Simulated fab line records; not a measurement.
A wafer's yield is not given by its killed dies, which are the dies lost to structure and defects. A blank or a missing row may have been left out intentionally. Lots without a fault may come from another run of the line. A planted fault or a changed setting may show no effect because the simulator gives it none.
fab line records | flow sky130
record: lots: 24 | wafers: 72 | lastDay: 50
route steps=708 shown SONOS_TUNNEL@166 LDD_N@244 LI_CONTACT@386 METAL1@438 VIA1@460
lots that met no fault: taken from a fault-free run of the same line
startH: the number of hours between the record's first day and the start of the first shown wafer of the lot | waitH: hours from the lot's prior step to this one | " same as the row above | L1.1+2: one row covering several wafers at once | - value missing, or start not given | * or withheld: withheld | < > ~ a bound
route shown NAME@n: names a module that has steps shown in the file, with the first one's number in the route | usual: mean and standard deviation over wafers with no fault | same: alike in all rows | chamber/n: place in a boat | sites: per-site readings | _std_site: how widely they spread, as a standard deviation | _edge_site: mean of outer sites minus mean of inner sites | radiusMm: for every site, how far away it sits from the centre of the wafer | mask NAME#n: copy n | behind: the most recent tool/chamber to have shaped the wafer | hold: cause of the lot's hold/its duration in hours/its outcome | device: whichever transistor did not switch (one of n, p or np) | end of line: the tests these same wafers got at the end of their route | where a step has no rows: the recipe by itself | killed: count of dies lost to structure and defects at first sort (not the wafer's yield) | map: a wafer's dies, x killed, . not, _ none there
set.NAME: setting as actually run; set.NAME@STEP: the setting as run at that earlier step | model.NAME: the simulator's own value behind a step, which no gauge read
the route's steps for a sample of lots (tables are steps, rows are wafers)
services: a tool's chamber out of use, with start hour (startH, from the record's first day; less than 0 if before it), hours out, and reason
== steps ==
step: SKY_SONOS_TUNNEL_TW_MEAS_12
usual: SONOS_TUNNEL_TW: 195.7/0.95
lot.wafer | tool         | chamber | startH | waitH | SONOS_TUNNEL_TW
L074.2    | filmMetro-01 | -       | 265.74 | 0.0   | 195.2
L074.3    | "            | -       | "      | "     | 195.8
L074.6    | "            | -       | "      | "     | 195.4
L075.1    | filmMetro-04 | -       | 277.40 | 0.0   | 193.6
L075.2    | "            | -       | "      | "     | 195.0
L075.4    | "            | -       | "      | "     | 195.2
L076.1    | filmMetro-02 | -       | 278.50 | 0.0   | 195.5
L076.2    | "            | -       | "      | "     | 196.9
L076.5    | "            | -       | "      | "     | 197.6
L077.2    | filmMetro-02 | -       | 284.50 | 0.0   | 196.0
L077.4    | "            | -       | "      | "     | 196.5
L077.5    | "            | -       | "      | "     | 197.0
L078.1    | filmMetro-02 | -       | 285.92 | 0.0   | 195.5
L078.2    | "            | -       | "      | "     | 196.7
L078.5    | "            | -       | "      | "     | 196.6
L079.2    | filmMetro-02 | -       | 299.18 | 0.0   | 196.5
L079.5    | "            | -       | "      | "     | 196.1
L079.6    | "            | -       | "      | "     | 195.9
L080.1    | filmMetro-02 | -       | 300.87 | 0.0   | 197.0
L080.3    | "            | -       | "      | "     | 197.0
L080.4    | "            | -       | "      | "     | 195.4
L081.3    | filmMetro-02 | -       | 303.79 | 0.0   | 195.4
L081.4    | "            | -       | "      | "     | 197.0
L081.6    | "            | -       | "      | "     | 196.5
L082.1    | filmMetro-02 | -       | 319.03 | 0.0   | 195.4
L082.2    | "            | -       | "      | "     | 196.1
L082.4    | "            | -       | "      | "     | 196.7
L083.1    | filmMetro-01 | -       | 319.44 | 0.0   | 194.2
L083.2    | "            | -       | "      | "     | 194.8
L083.6    | "            | -       | "      | "     | 194.3
L084.4    | filmMetro-04 | -       | 328.10 | 0.0   | 194.9
L084.5    | "            | -       | "      | "     | 194.3
L084.6    | "            | -       | "      | "     | 195.5
L085.3    | filmMetro-02 | -       | 332.94 | 0.0   | 196.7
L085.4    | "            | -       | "      | "     | 194.8
L085.6    | "            | -       | "      | "     | 195.1
L086.2    | filmMetro-04 | -       | 349.10 | 0.0   | 195.2
L086.4    | "            | -       | "      | "     | 196.2
L086.6    | "            | -       | "      | "     | 194.6
L087.3    | filmMetro-01 | -       | 353.04 | 0.0   | 196.2
L087.4    | "            | -       | "      | "     | 196.3
L087.6    | "            | -       | "      | "     | 195.8
L088.2    | filmMetro-01 | -       | 359.33 | 0.0   | 196.5
L088.5    | "            | -       | "      | "     | 196.1
L088.6    | "            | -       | "      | "     | 195.8
L089.2    | filmMetro-02 | -       | 367.55 | 0.0   | 195.7
L089.4    | "            | -       | "      | "     | 194.3
L089.5    | "            | -       | "      | "     | 195.2
L090.3    | filmMetro-04 | -       | 376.48 | 0.0   | 195.0
L090.4    | "            | -       | "      | "     | 195.1
L090.6    | "            | -       | "      | "     | 194.9
L091.1    | filmMetro-04 | -       | 379.22 | 0.0   | 195.5
L091.2    | "            | -       | "      | "     | 195.3
L091.5    | "            | -       | "      | "     | 195.9
L092.1    | filmMetro-02 | -       | 384.47 | 0.0   | 194.0
L092.2    | "            | -       | "      | "     | 194.9
L092.5    | "            | -       | "      | "     | 193.5
L093.1    | filmMetro-04 | -       | 402.09 | 0.0   | 195.2
L093.3    | "            | -       | "      | "     | 195.1
L093.4    | "            | -       | "      | "     | 195.8
L094.1    | filmMetro-04 | -       | 412.92 | 0.0   | 194.7
L094.5    | "            | -       | "      | "     | 195.5
L094.6    | "            | -       | "      | "     | 194.5
L095.2    | filmMetro-01 | -       | 418.51 | 0.0   | 196.3
L095.4    | "            | -       | "      | "     | 197.4
L095.6    | "            | -       | "      | "     | 197.4
L096.2    | filmMetro-01 | -       | 423.79 | 0.0   | 197.6
L096.3    | "            | -       | "      | "     | 197.3
L096.5    | "            | -       | "      | "     | 196.4
L097.1    | filmMetro-04 | -       | 427.17 | 0.0   | 195.9
L097.3    | "            | -       | "      | "     | 196.4
L097.6    | "            | -       | "      | "     | 196.2
step: SKY_LDD_N_OVL_MEAS_07
usual: LDD_N_OVL: 0.6/1.3
lot.wafer | tool       | chamber | startH | waitH | LDD_N_OVL[nm]
L074.2    | overlay-01 | -       | 422.46 | 0.1   | -0.1
L074.3    | "          | -       | "      | "     | -0.9
L074.6    | "          | -       | "      | "     | 1.0
L076.1    | overlay-02 | -       | 435.76 | 0.1   | 3.2
L076.2    | "          | -       | "      | "     | 0.1
L076.5    | "          | -       | "      | "     | 0.0
L075.1    | overlay-01 | -       | 440.55 | 0.1   | 2.3
L075.2    | "          | -       | "      | "     | 1.1
L075.4    | "          | -       | "      | "     | 3.3
L077.2    | overlay-02 | -       | 448.46 | 0.1   | -1.4
L077.4    | "          | -       | "      | "     | 0.1
L077.5    | "          | -       | "      | "     | 0.1
L078.1    | overlay-01 | -       | 448.80 | 0.1   | 0.3
L078.2    | "          | -       | "      | "     | 0.4
L078.5    | "          | -       | "      | "     | 0.2
L079.2    | overlay-01 | -       | 463.22 | 0.1   | -0.8
L079.5    | "          | -       | "      | "     | 0.1
L079.6    | "          | -       | "      | "     | 0.4
L080.1    | overlay-02 | -       | 463.51 | 0.1   | -2.2
L080.3    | "          | -       | "      | "     | 0.2
L080.4    | "          | -       | "      | "     | 0.8
L081.3    | overlay-01 | -       | 473.12 | 0.1   | 0.3
L081.4    | "          | -       | "      | "     | 0.2
L081.6    | "          | -       | "      | "     | 0.7
L082.1    | overlay-02 | -       | 490.21 | 0.1   | 1.6
L082.2    | "          | -       | "      | "     | -0.1
L082.4    | "          | -       | "      | "     | 0.2
L083.1    | overlay-01 | -       | 490.25 | 0.1   | -1.0
L083.2    | "          | -       | "      | "     | 0.8
L083.6    | "          | -       | "      | "     | -1.4
L084.4    | overlay-01 | -       | 497.72 | 0.1   | 1.8
L084.5    | "          | -       | "      | "     | 0.3
L084.6    | "          | -       | "      | "     | 3.1
L085.3    | overlay-01 | -       | 502.12 | 0.1   | -0.6
L085.4    | "          | -       | "      | "     | -0.6
L085.6    | "          | -       | "      | "     | -0.1
L086.2    | overlay-02 | -       | 522.06 | 0.1   | -1.8
L086.4    | "          | -       | "      | "     | 0.0
L086.6    | "          | -       | "      | "     | 0.1
L087.3    | overlay-01 | -       | 524.71 | 0.1   | 2.0
L087.4    | "          | -       | "      | "     | 1.8
L087.6    | "          | -       | "      | "     | 2.6
L089.2    | overlay-01 | -       | 533.96 | 0.1   | 0.7
L089.4    | "          | -       | "      | "     | 1.6
L089.5    | "          | -       | "      | "     | 2.1
L088.2    | overlay-01 | -       | 537.72 | 0.1   | -1.3
L088.5    | "          | -       | "      | "     | -1.3
L088.6    | "          | -       | "      | "     | 0.3
L092.1    | overlay-02 | -       | 566.46 | 0.1   | 0.2
L092.2    | "          | -       | "      | "     | 0.3
L092.5    | "          | -       | "      | "     | 2.0
L090.3    | overlay-01 | -       | 568.27 | 0.1   | -1.7
L090.4    | "          | -       | "      | "     | -0.8
L090.6    | "          | -       | "      | "     | -0.8
L091.1    | overlay-01 | -       | 568.71 | 0.1   | 1.3
L091.2    | "          | -       | "      | "     | 2.4
L091.5    | "          | -       | "      | "     | 3.3
L093.1    | overlay-01 | -       | 573.26 | 0.1   | 1.5
L093.3    | "          | -       | "      | "     | -0.4
L093.4    | "          | -       | "      | "     | 1.1
L094.1    | overlay-01 | -       | 581.81 | 0.1   | 1.2
L094.5    | "          | -       | "      | "     | 3.4
L094.6    | "          | -       | "      | "     | 1.7
L095.2    | overlay-01 | -       | 582.40 | 0.1   | 0.7
L095.4    | "          | -       | "      | "     | 0.0
L095.6    | "          | -       | "      | "     | 0.4
L096.2    | overlay-01 | -       | 591.37 | 0.1   | 1.9
L096.3    | "          | -       | "      | "     | 1.2
L096.5    | "          | -       | "      | "     | 1.7
L097.1    | overlay-01 | -       | 592.91 | 0.1   | 2.1
L097.3    | "          | -       | "      | "     | 0.8
L097.6    | "          | -       | "      | "     | 0.9
step: SKY_LI_CONTACT_CMP_24
recipe: stopOn: PSG | tOverpolishS: 20 | downForcePsi: 3.5 | platenRpm: 60 | targetThkNm: 0 | padVelocityMS: 0.94248
usual: motorCurrentA: 10.8/0.74 | overpolishRunS: 20.001/0.0087 | timeToEndpointS: 97.2/2.8
lot.wafer | tool   | chamber | startH | waitH | motorCurrentA | overpolishRunS | timeToEndpointS
L074.2    | cmp-02 | 2       | 695.91 | 0.0   | 10.8          | 19.989         | 101.4
L074.3    | "      | 0       | "      | "     | 10.5          | 20.008         | 93.5
L074.6    | "      | 2       | "      | "     | 10.7          | 20.005         | 99.8
L076.1    | cmp-02 | 1       | 709.76 | 0.1   | 11.0          | 20.005         | 99.1
L076.2    | "      | 3       | "      | "     | 9.3           | 20.003         | 92.8
L076.5    | "      | 0       | "      | "     | 10.1          | 20.019         | 98.1
L075.1    | cmp-01 | 0       | 711.40 | 0.1   | 10.1          | 19.993         | 94.1
L075.2    | "      | 1       | "      | "     | 11.9          | 20.004         | 92.8
L075.4    | "      | 2       | "      | "     | 11.2          | 20.000         | 93.6
L077.2    | cmp-01 | 2       | 719.88 | 0.0   | 11.5          | 19.993         | 100.5
L077.4    | "      | 3       | "      | "     | 11.9          | 20.002         | 99.8
L077.5    | "      | 3       | "      | "     | 11.6          | 20.009         | 99.4
L078.2    | cmp-01 | 1       | 722.53 | 0.0   | 11.4          | 20.002         | 103.2
L078.1    | "      | 2       | "      | "     | 11.3          | 19.992         | 99.2
L078.5    | "      | 2       | "      | "     | 10.9          | 19.988         | 98.0
L079.2    | cmp-01 | 1       | 731.52 | 0.1   | 11.6          | 19.983         | 96.3
L079.5    | "      | 3       | "      | "     | 11.6          | 20.004         | 100.4
L079.6    | "      | 0       | "      | "     | 10.0          | 19.999         | 95.7
L080.4    | cmp-02 | 1       | 733.52 | 0.0   | 11.2          | 19.995         | 97.2
L080.1    | "      | 2       | "      | "     | 11.0          | 20.004         | 101.3
L080.3    | "      | 0       | "      | "     | 11.1          | 20.007         | 97.1
L081.4    | cmp-02 | 3       | 740.49 | 0.0   | 9.9           | 19.995         | 98.4
L081.3    | "      | 1       | "      | "     | 11.0          | 19.999         | 98.7
L081.6    | "      | 3       | "      | "     | 8.9           | 20.000         | 95.3
L082.2    | cmp-01 | 1       | 754.05 | 0.2   | 10.8          | 20.010         | 96.2
L082.1    | "      | 2       | "      | "     | 11.3          | 20.000         | 93.0
L082.4    | "      | 3       | "      | "     | 10.9          | 19.990         | 97.2
L083.2    | cmp-01 | 0       | 754.98 | 0.1   | 10.0          | 19.989         | 99.3
L083.1    | "      | 1       | "      | "     | 11.6          | 20.001         | 97.3
L083.6    | "      | 3       | "      | "     | 11.6          | 20.007         | 100.3
L084.4    | cmp-02 | 0       | 760.01 | 0.1   | 10.3          | 20.010         | 88.0
L084.6    | "      | 3       | "      | "     | 9.6           | 20.007         | 93.7
L084.5    | "      | 0       | "      | "     | 10.3          | 20.000         | 91.7
L085.4    | cmp-02 | 2       | 765.03 | 0.1   | 10.7          | 19.993         | 97.2
L085.3    | "      | 0       | "      | "     | 10.3          | 20.011         | 101.3
L085.6    | "      | 2       | "      | "     | 11.3          | 19.997         | 97.9
L086.2    | cmp-02 | 3       | 782.73 | 0.1   | 9.3           | 19.998         | 95.4
L086.4    | "      | 0       | "      | "     | 10.4          | 19.995         | 97.7
L086.6    | "      | 1       | "      | "     | 10.8          | 20.010         | 91.7
L087.4    | cmp-02 | 3       | 787.13 | 0.3   | 9.7           | 20.005         | 97.5
L087.3    | "      | 2       | "      | "     | 10.9          | 19.995         | 97.2
L087.6    | "      | 0       | "      | "     | 10.2          | 19.993         | 97.0
L089.4    | cmp-02 | 0       | 795.04 | 0.0   | 10.5          | 20.016         | 93.9
L089.2    | "      | 1       | "      | "     | 11.3          | 20.003         | 96.5
L089.5    | "      | 1       | "      | "     | 11.4          | 19.991         | 94.6
L088.2    | cmp-02 | 3       | 796.34 | 0.6   | 9.4           | 20.008         | 89.2
L088.6    | "      | 1       | "      | "     | 12.0          | 20.013         | 93.1
L088.5    | "      | 2       | "      | "     | 11.2          | 20.008         | 96.3
L092.1    | cmp-01 | 3       | 820.56 | 0.1   | 11.6          | 19.999         | 100.6
L092.2    | "      | 0       | "      | "     | 10.4          | 19.998         | 100.3
L092.5    | "      | 3       | "      | "     | 11.0          | 20.000         | 102.0
L090.4    | cmp-01 | 1       | 824.16 | 0.0   | 11.3          | 20.001         | 98.8
L090.3    | "      | 2       | "      | "     | 11.2          | 19.994         | 94.1
L090.6    | "      | 1       | "      | "     | 11.4          | 20.000         | 99.0
L091.1    | cmp-01 | 2       | 825.60 | 0.1   | 10.9          | 19.999         | 96.9
L091.2    | "      | 3       | "      | "     | 11.6          | 19.995         | 98.7
L091.5    | "      | 0       | "      | "     | 9.9           | 19.998         | 95.4
L093.1    | cmp-01 | 3       | 828.80 | 0.1   | 12.2          | 19.998         | 99.6
L093.3    | "      | 0       | "      | "     | 10.0          | 19.990         | 100.0
L093.4    | "      | 1       | "      | "     | 11.2          | 19.988         | 97.2
L094.1    | cmp-01 | 0       | 836.60 | 0.1   | 10.3          | 20.013         | 94.7
L094.5    | "      | 0       | "      | "     | 9.4           | 19.990         | 95.1
L094.6    | "      | 1       | "      | "     | 11.0          | 20.008         | 96.0
L095.4    | cmp-01 | 0       | 839.00 | 0.0   | 9.9           | 20.002         | 97.0
L095.2    | "      | 3       | "      | "     | 11.6          | 19.997         | 97.8
L095.6    | "      | 1       | "      | "     | 11.1          | 19.999         | 101.6
L096.2    | cmp-02 | 0       | 844.60 | 0.0   | 10.6          | 19.988         | 94.5
L096.3    | "      | 2       | "      | "     | 10.9          | 19.993         | 97.0
L096.5    | "      | 1       | "      | "     | 12.0          | 20.015         | 98.2
L097.3    | cmp-01 | 3       | 846.32 | 0.1   | 11.6          | 19.993         | 96.9
L097.1    | "      | 0       | "      | "     | 10.4          | 20.003         | 95.3
L097.6    | "      | 2       | "      | "     | 11.1          | 20.004         | 98.2
step: SKY_METAL1_SPUTTER_04
recipe: material: TiN | targetThkNm: 70 | powerW: 6500 | timeS: 58.3 | chamberPressurePa: 0.4
usual: throttleValvePct: 30.2/1
lot.wafer | tool          | chamber | startH | waitH | throttleValvePct
L074.2    | pvdSputter-02 | -       | 754.09 | 0.0   | 28.3
L074.3    | "             | -       | "      | "     | 30.7
L074.6    | "             | -       | "      | "     | 31.0
L076.1    | pvdSputter-02 | -       | 767.18 | 0.0   | 30.8
L076.2    | "             | -       | "      | "     | 27.5
L076.5    | "             | -       | "      | "     | 28.4
L075.1    | pvdSputter-03 | -       | 770.00 | 0.0   | 31.0
L075.2    | "             | -       | "      | "     | 29.7
L075.4    | "             | -       | "      | "     | 30.0
L077.2    | pvdSputter-04 | -       | 776.76 | 0.0   | 31.0
L077.4    | "             | -       | "      | "     | 31.8
L077.5    | "             | -       | "      | "     | 30.9
L078.1    | pvdSputter-04 | -       | 780.59 | 0.0   | 31.4
L078.2    | "             | -       | "      | "     | 29.7
L078.5    | "             | -       | "      | "     | 30.9
L079.2    | pvdSputter-02 | -       | 788.27 | 0.0   | 28.6
L079.5    | "             | -       | "      | "     | 27.6
L079.6    | "             | -       | "      | "     | 30.7
L080.1    | pvdSputter-03 | -       | 790.63 | 0.0   | 30.9
L080.3    | "             | -       | "      | "     | 29.5
L080.4    | "             | -       | "      | "     | 29.6
L081.3    | pvdSputter-04 | -       | 796.33 | 0.0   | 31.4
L081.4    | "             | -       | "      | "     | 31.0
L081.6    | "             | -       | "      | "     | 31.5
L082.1    | pvdSputter-04 | -       | 809.76 | 0.0   | 30.8
L082.2    | "             | -       | "      | "     | 29.7
L082.4    | "             | -       | "      | "     | 30.2
L083.1    | pvdSputter-04 | -       | 812.23 | 0.0   | 30.4
L083.2    | "             | -       | "      | "     | 30.9
L083.6    | "             | -       | "      | "     | 30.8
L084.4    | pvdSputter-03 | -       | 816.30 | 0.0   | 30.7
L084.5    | "             | -       | "      | "     | 29.6
L084.6    | "             | -       | "      | "     | 31.1
L085.3    | pvdSputter-03 | -       | 820.50 | 0.0   | 29.8
L085.4    | "             | -       | "      | "     | 30.7
L085.6    | "             | -       | "      | "     | 30.8
L086.2    | pvdSputter-04 | -       | 837.53 | 0.0   | 30.5
L086.4    | "             | -       | "      | "     | 31.5
L086.6    | "             | -       | "      | "     | 31.0
L087.3    | pvdSputter-03 | -       | 842.80 | 0.0   | 29.9
L087.4    | "             | -       | "      | "     | 29.3
L087.6    | "             | -       | "      | "     | 30.7
L089.2    | pvdSputter-04 | -       | 850.02 | 0.0   | 30.2
L089.4    | "             | -       | "      | "     | 31.5
L089.5    | "             | -       | "      | "     | 30.1
L088.2    | pvdSputter-04 | -       | 851.93 | 0.0   | 30.9
L088.5    | "             | -       | "      | "     | 31.6
L088.6    | "             | -       | "      | "     | 29.5
L092.1    | pvdSputter-03 | -       | 876.07 | 0.0   | 29.5
L092.2    | "             | -       | "      | "     | 30.7
L092.5    | "             | -       | "      | "     | 29.6
L090.3    | pvdSputter-03 | -       | 879.46 | 0.0   | 29.6
L090.4    | "             | -       | "      | "     | 31.2
L090.6    | "             | -       | "      | "     | 29.8
L091.1    | pvdSputter-02 | -       | 880.97 | 0.0   | 28.6
L091.2    | "             | -       | "      | "     | 27.8
L091.5    | "             | -       | "      | "     | 27.9
L093.1    | pvdSputter-03 | -       | 883.36 | 0.0   | 31.1
L093.3    | "             | -       | "      | "     | 29.9
L093.4    | "             | -       | "      | "     | 30.9
L094.1    | pvdSputter-02 | -       | 891.51 | 0.0   | 28.4
L094.5    | "             | -       | "      | "     | 30.9
L094.6    | "             | -       | "      | "     | 27.6
L095.2    | pvdSputter-02 | -       | 894.83 | 0.0   | 28.9
L095.4    | "             | -       | "      | "     | 27.5
L095.6    | "             | -       | "      | "     | 28.3
L096.2    | pvdSputter-04 | -       | 898.86 | 0.0   | 30.8
L096.3    | "             | -       | "      | "     | 29.6
L096.5    | "             | -       | "      | "     | 31.5
L097.1    | pvdSputter-04 | -       | 900.42 | 0.0   | 29.7
L097.3    | "             | -       | "      | "     | 31.6
L097.6    | "             | -       | "      | "     | 31.5
step: SKY_METAL1_RS_MEAS_05
recipe: thkMeasGauge: four-point-probe | reads: TiN_of_METAL1_SPUTTER_04+Ti_of_METAL1_SPUTTER_03+AlCu_of_METAL1_SPUTTER_02+TiN_of_METAL1_SPUTTER_01+Ti_of_METAL1_SPUTTER_00
usual: METAL1_ALCU_RS: 0.1265/0.0016
lot.wafer | tool         | chamber | startH | waitH | METAL1_ALCU_RS[ohm/sq]
L074.2    | filmMetro-02 | -       | 754.16 | 0.0   | 0.1254
L074.3    | "            | -       | "      | "     | 0.1252
L074.6    | "            | -       | "      | "     | 0.1278
L076.1    | filmMetro-02 | -       | 767.23 | 0.0   | 0.1286
L076.2    | "            | -       | "      | "     | 0.1281
L076.5    | "            | -       | "      | "     | 0.1282
L075.1    | filmMetro-03 | -       | 770.05 | 0.0   | 0.1271
L075.2    | "            | -       | "      | "     | 0.1249
L075.4    | "            | -       | "      | "     | 0.1256
L077.2    | filmMetro-03 | -       | 776.83 | 0.0   | 0.1260
L077.4    | "            | -       | "      | "     | 0.1274
L077.5    | "            | -       | "      | "     | 0.1272
L078.1    | filmMetro-04 | -       | 780.64 | 0.0   | 0.1282
L078.2    | "            | -       | "      | "     | 0.1259
L078.5    | "            | -       | "      | "     | 0.1277
L079.2    | filmMetro-02 | -       | 788.34 | 0.0   | 0.1277
L079.5    | "            | -       | "      | "     | 0.1276
L079.6    | "            | -       | "      | "     | 0.1282
L080.1    | filmMetro-03 | -       | 790.67 | 0.0   | 0.1274
L080.3    | "            | -       | "      | "     | 0.1241
L080.4    | "            | -       | "      | "     | 0.1257
L081.3    | filmMetro-04 | -       | 796.42 | 0.1   | 0.1288
L081.4    | "            | -       | "      | "     | 0.1292
L081.6    | "            | -       | "      | "     | 0.1282
L082.1    | filmMetro-04 | -       | 809.81 | 0.0   | 0.1266
L082.2    | "            | -       | "      | "     | 0.1230
L082.4    | "            | -       | "      | "     | 0.1268
L083.1    | filmMetro-02 | -       | 812.28 | 0.0   | 0.1257
L083.2    | "            | -       | "      | "     | 0.1275
L083.6    | "            | -       | "      | "     | 0.1262
L084.4    | filmMetro-03 | -       | 816.41 | 0.1   | 0.1230
L084.5    | "            | -       | "      | "     | 0.1247
L084.6    | "            | -       | "      | "     | 0.1262
L085.3    | filmMetro-03 | -       | 820.59 | 0.1   | 0.1252
L085.4    | "            | -       | "      | "     | 0.1245
L085.6    | "            | -       | "      | "     | 0.1244
L086.2    | filmMetro-03 | -       | 837.60 | 0.0   | 0.1259
L086.4    | "            | -       | "      | "     | 0.1270
L086.6    | "            | -       | "      | "     | 0.1267
L087.3    | filmMetro-03 | -       | 842.89 | 0.1   | 0.1268
L087.4    | "            | -       | "      | "     | 0.1259
L087.6    | "            | -       | "      | "     | 0.1252
L089.2    | filmMetro-03 | -       | 850.09 | 0.0   | 0.1262
L089.4    | "            | -       | "      | "     | 0.1261
L089.5    | "            | -       | "      | "     | 0.1254
L088.2    | filmMetro-03 | -       | 852.00 | 0.0   | 0.1290
L088.5    | "            | -       | "      | "     | 0.1272
L088.6    | "            | -       | "      | "     | 0.1249
L092.1    | filmMetro-02 | -       | 876.12 | 0.0   | 0.1252
L092.2    | "            | -       | "      | "     | 0.1245
L092.5    | "            | -       | "      | "     | 0.1259
L090.3    | filmMetro-02 | -       | 879.55 | 0.1   | 0.1237
L090.4    | "            | -       | "      | "     | 0.1246
L090.6    | "            | -       | "      | "     | 0.1254
L091.1    | filmMetro-03 | -       | 881.01 | 0.0   | 0.1284
L091.2    | "            | -       | "      | "     | 0.1270
L091.5    | "            | -       | "      | "     | 0.1274
L093.1    | filmMetro-04 | -       | 883.41 | 0.0   | 0.1264
L093.3    | "            | -       | "      | "     | 0.1261
L093.4    | "            | -       | "      | "     | 0.1249
L094.1    | filmMetro-03 | -       | 891.56 | 0.0   | 0.1277
L094.5    | "            | -       | "      | "     | 0.1271
L094.6    | "            | -       | "      | "     | 0.1278
L095.2    | filmMetro-02 | -       | 894.90 | 0.0   | 0.1273
L095.4    | "            | -       | "      | "     | 0.1265
L095.6    | "            | -       | "      | "     | 0.1276
L096.2    | filmMetro-04 | -       | 898.93 | 0.0   | 0.1293
L096.3    | "            | -       | "      | "     | 0.1268
L096.5    | "            | -       | "      | "     | 0.1288
L097.1    | filmMetro-03 | -       | 900.47 | 0.0   | 0.1267
L097.3    | "            | -       | "      | "     | 0.1273
L097.6    | "            | -       | "      | "     | 0.1278
step: SKY_VIA1_CMP_02
recipe: material: SiO2 | downForcePsi: 4 | platenRpm: 60 | padVelocityMS: 0.94248
usual: motorCurrentA: 11.7/0.83
lot.wafer | tool   | chamber | startH | waitH | motorCurrentA
L074.3    | cmp-02 | 1       | 781.90 | 0.0   | 12.8
L074.2    | "      | 3       | "      | "     | 10.2
L074.6    | "      | 2       | "      | "     | 11.6
L076.1    | cmp-02 | 1       | 795.34 | 0.2   | 12.5
L076.2    | "      | 3       | "      | "     | 10.7
L076.5    | "      | 1       | "      | "     | 12.4
L075.2    | cmp-02 | 1       | 798.71 | 0.1   | 13.0
L075.4    | "      | 2       | "      | "     | 11.8
L075.1    | "      | 3       | "      | "     | 10.5
L077.4    | cmp-02 | 3       | 804.55 | 0.0   | 10.2
L077.2    | "      | 2       | "      | "     | 12.3
L077.5    | "      | 3       | "      | "     | 9.9
L078.2    | cmp-01 | 0       | 806.91 | 0.0   | 11.0
L078.1    | "      | 1       | "      | "     | 12.5
L078.5    | "      | 0       | "      | "     | 10.5
L079.2    | cmp-02 | 0       | 815.60 | 0.2   | 10.9
L079.6    | "      | 1       | "      | "     | 12.3
L079.5    | "      | 2       | "      | "     | 11.9
L080.3    | cmp-01 | 0       | 818.50 | 0.0   | 11.2
L080.1    | "      | 2       | "      | "     | 11.8
L080.4    | "      | 3       | "      | "     | 12.9
L081.3    | cmp-01 | 1       | 823.91 | 0.2   | 11.6
L081.4    | "      | 3       | "      | "     | 12.8
L081.6    | "      | 1       | "      | "     | 12.9
L082.4    | cmp-02 | 3       | 836.45 | 0.0   | 10.0
L082.1    | "      | 1       | "      | "     | 12.6
L082.2    | "      | 2       | "      | "     | 12.0
L083.2    | cmp-02 | 2       | 839.40 | 0.0   | 11.6
L083.1    | "      | 3       | "      | "     | 10.7
L083.6    | "      | 3       | "      | "     | 9.6
L084.4    | cmp-01 | 3       | 843.45 | 0.1   | 13.1
L084.5    | "      | 2       | "      | "     | 11.7
L084.6    | "      | 3       | "      | "     | 12.7
L085.4    | cmp-01 | 1       | 847.55 | 0.1   | 12.1
L085.3    | "      | 3       | "      | "     | 12.1
L085.6    | "      | 0       | "      | "     | 10.7
L086.4    | cmp-01 | 3       | 864.24 | 0.0   | 12.2
L086.2    | "      | 0       | "      | "     | 10.9
L086.6    | "      | 3       | "      | "     | 12.3
L087.3    | cmp-01 | 3       | 870.12 | 0.1   | 12.2
L087.4    | "      | 1       | "      | "     | 12.3
L087.6    | "      | 3       | "      | "     | 12.7
L089.2    | cmp-01 | 0       | 876.39 | 0.1   | 11.3
L089.4    | "      | 2       | "      | "     | 12.3
L089.5    | "      | 0       | "      | "     | 10.8
L088.2    | cmp-02 | 0       | 879.38 | 0.0   | 11.4
L088.6    | "      | 0       | "      | "     | 12.3
L088.5    | "      | 1       | "      | "     | 12.0
L092.2    | cmp-02 | 1       | 902.75 | 0.0   | 12.1
L092.1    | "      | 2       | "      | "     | 11.8
L092.5    | "      | 2       | "      | "     | 11.3
L090.4    | cmp-02 | 2       | 905.98 | 0.3   | 11.9
L090.3    | "      | 0       | "      | "     | 11.7
L090.6    | "      | 3       | "      | "     | 9.8
L091.2    | cmp-01 | 2       | 907.05 | 0.1   | 11.9
L091.1    | "      | 3       | "      | "     | 12.5
L091.5    | "      | 1       | "      | "     | 12.3
L093.1    | cmp-02 | 1       | 909.26 | 0.1   | 12.3
L093.3    | "      | 3       | "      | "     | 10.6
L093.4    | "      | 0       | "      | "     | 12.4
L094.1    | cmp-01 | 3       | 917.20 | 0.1   | 12.2
L094.5    | "      | 2       | "      | "     | 11.5
L094.6    | "      | 3       | "      | "     | 11.5
L095.4    | cmp-02 | 2       | 920.20 | 0.1   | 11.1
L095.2    | "      | 3       | "      | "     | 10.2
L095.6    | "      | 1       | "      | "     | 11.7
L096.2    | cmp-01 | 3       | 923.95 | 0.1   | 13.1
L096.3    | "      | 1       | "      | "     | 11.9
L096.5    | "      | 3       | "      | "     | 12.8
L097.3    | cmp-01 | 3       | 925.77 | 0.1   | 12.3
L097.1    | "      | 1       | "      | "     | 12.1
L097.6    | "      | 2       | "      | "     | 12.1
== services ==
tool          | chamber | startH | hours | kind
cmp-01        | -       | 699.54 | 0.4   | repair
cmp-01        | -       | 708.67 | 1.1   | repair
cmp-02        | -       | 710.01 | 5.9   | pm
cmp-01        | -       | 744.00 | 4.0   | pm
cmp-01        | -       | 744.61 | 1.2   | repair
cmp-01        | -       | 748.00 | -     | consumableReplace:conditioner
cmp-01        | -       | 748.00 | -     | consumableReplace:pad
cmp-02        | -       | 751.14 | 3.4   | repair
cmp-01        | -       | 761.86 | 23.9  | pm
cmp-02        | -       | 784.33 | 0.5   | repair
cmp-01        | -       | 785.72 | 5.7   | pm
pvdSputter-02 | -       | 788.46 | 1.8   | repair
cmp-01        | -       | 791.75 | 9.9   | repair
cmp-01        | -       | 808.12 | 3.8   | repair
cmp-01        | -       | 821.45 | 2.4   | repair
cmp-02        | -       | 862.88 | 6.8   | pm
pvdSputter-04 | -       | 880.49 | 1.2   | repair
cmp-02        | -       | 886.07 | 1.7   | repair
pvdSputter-03 | -       | 889.81 | 9.0   | repair
cmp-02        | -       | 898.22 | 3.0   | repair
pvdSputter-02 | -       | 900.89 | 1.3   | repair
cmp-02        | -       | 912.00 | 4.0   | pm
cmp-02        | -       | 916.00 | -     | consumableReplace:conditioner
cmp-02        | -       | 916.00 | -     | consumableReplace:pad
== key ==
fault none
